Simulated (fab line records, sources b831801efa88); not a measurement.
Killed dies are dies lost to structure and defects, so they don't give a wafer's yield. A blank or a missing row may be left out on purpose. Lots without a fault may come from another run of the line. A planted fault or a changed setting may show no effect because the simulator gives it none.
Which tool did it? | flow gf180mcu | 7 lots, 21 wafers sampled, at 1 step of a route of 602

WHAT THE GAUGES READ, wafer by wafer
GF_VT_IMPLANT_TW_MEAS_32.
lot  | measured     | on            | VT_IMPLANT_3_TW
L637 | day 7 07:10  | film_metro-02 | 267.6 266.5 267.0
L639 | day 7 21:26  | film_metro-03 | 267.6 268.6 270.2
L641 | day 8 10:02  | film_metro-03 | 270.9 271.4 270.1
L643 | day 8 23:07  | film_metro-02 | 266.0 267.8 267.0
L649 | day 10 18:17 | film_metro-03 | 268.9 268.9 269.7
L652 | day 11 16:16 | film_metro-03 | 269.5 269.6 268.8
L658 | day 13 05:24 | film_metro-03 | 268.2 269.9 269.9

WHICH TOOL RAN EACH LOT (tool, then ch and the chambers of the sampled wafers, then the start)
The record holds no process step before these readings.

THE ANSWER, worked out from the rows above alone
Rule: what is usual is taken from the lots themselves. Put in order of their means at a reading, lots are off if they are a third of the lots or fewer, leave a main group of 4 or more, and stand apart from it by a gap of 3 or more times the standard deviation of the main group's means; of several such gaps the widest counts. A main group whose means are all the same, to the digits that the tables above print for the reading, isn't used. A lot without any number at a reading at which 4 lots or more have one is off too. The other lots that the step has rows for count as sound.
No lot is off at any reading shown: from this, nothing can be told.

WHAT THE SIMULATOR HAD PUT IN
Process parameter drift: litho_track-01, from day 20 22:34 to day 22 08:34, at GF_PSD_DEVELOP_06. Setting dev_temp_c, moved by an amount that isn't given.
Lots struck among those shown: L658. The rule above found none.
